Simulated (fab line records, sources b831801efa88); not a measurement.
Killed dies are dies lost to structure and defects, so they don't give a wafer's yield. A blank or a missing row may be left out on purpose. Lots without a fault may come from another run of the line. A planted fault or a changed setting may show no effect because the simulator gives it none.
Problem report in the 8D (eight disciplines) form, filled by code | flow gf180mcu | the parts of the form that need people (team, actions taken, sign-off) are left out

1. THE PROBLEM
LVPWELL_RS at GF_VT_IMPLANT_RS_MEAS_48 reads a mean of 1227 ohm/sq on 9 wafers of 3 lots; wafers without a fault read 1192 ohm/sq with a standard deviation of 3. That is +12 standard deviations from the usual mean.
The step: measures by four-point-probe.
First seen on wafer L419.1, day 11 14:02, on film_metro-01. The record holds 39 wafers of 13 lots with a number at this step. Rule for "out", or "out of limits": more than 4 standard deviations from the usual mean. The other wafers with a number count as sound.

2. WHAT IT IS AND WHAT IT IS NOT
question                    | is                                          | is not
which readings at this step | LVPWELL_RS                                  | -
which lots                  | L419, L421, L422                            | L411, L412, L413, L414, L415, L416, L420, L426, L427, L428
which wafers of those lots  | all that have a number                      | -
read on which gauges        | film_metro-01, film_metro-02, film_metro-04 | -
when                        | from day 11 14:02                           | up to then (18 sound wafers); but 12 sound wafers of L420, L426, L427, L428 came after

3. SUSPECTS, AND WHAT RULES EACH OUT
Counting: a tool at a process step up to the reading stays a suspect if it ran every lot that is out and no sound lot after the first of them.
- the gauge at GF_VT_IMPLANT_RS_MEAS_48: ruled out. The wafers that are out were read on 3 gauges (film_metro-01, film_metro-02, film_metro-04).
- implanter-01 at GF_LVPWELL_IMPLANT_09: kept. It ran every lot that is out, first L419 (day 7 04:20), and no sound lot after that; its last sound lot up to then is L415 (day 6 05:32). Its own readings are out on those wafers: dose_ions_cm2, faraday_current_uA.
Left after counting: implanter-01 at GF_LVPWELL_IMPLANT_09.

4. THE CAUSE (what the simulator had put in)
Process parameter drift: implanter-01, from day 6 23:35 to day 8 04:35, at GF_LVPWELL_IMPLANT_09. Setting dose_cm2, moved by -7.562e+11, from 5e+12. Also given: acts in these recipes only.
Counting left only this tool.

5. THE CHAIN OF EFFECTS, in route order
Each row: a reading whose mean over the struck wafers that have a number lies more than 3 standard deviations from the usual. Only readings for which the record gives a usual standard deviation are gone through. hours: the time from each lot's start at the first step in this table that gives one to its start at this step, as a median over the lots. sigmas: the change in usual standard deviations.
hours | step                     | reading            | usual       | on struck wafers | change     | sigmas
0     | GF_LVPWELL_IMPLANT_09    | dose_ions_cm2      | 4.999e+12   | 4.242e+12        | -7.566e+11 | -99 or more
0     | GF_LVPWELL_IMPLANT_09    | faraday_current_uA | 28.1        | 24.1             | -4.0       | -7.1
107   | GF_VT_IMPLANT_RS_MEAS_48 | LVPWELL_RS         | 1192 ohm/sq | 1227             | +35        | +12
The process steps in it:
- GF_LVPWELL_IMPLANT_09
Later measuring or inspecting steps at which every struck wafer that the step has a row for has a number for every such reading, and none has moved that far: GF_V1_THK_MEAS_25, GF_M2_RS_MEAS_05.

6. WHAT WOULD HAVE CAUGHT IT SOONER
In this record the first reading out of limits at a measuring or inspecting step was taken at day 11 14:02, 110 hours after the fault began at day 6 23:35.
The tool's own readings at GF_LVPWELL_IMPLANT_09 were out on every struck wafer that the step has a row for (dose_ions_cm2, faraday_current_uA): an alarm limit on them would have fired on the first of those.
All the lots that are out (3) had begun GF_LVPWELL_IMPLANT_09 on implanter-01 by day 11 14:02. A hold on the tool at that time would have spared none of them.
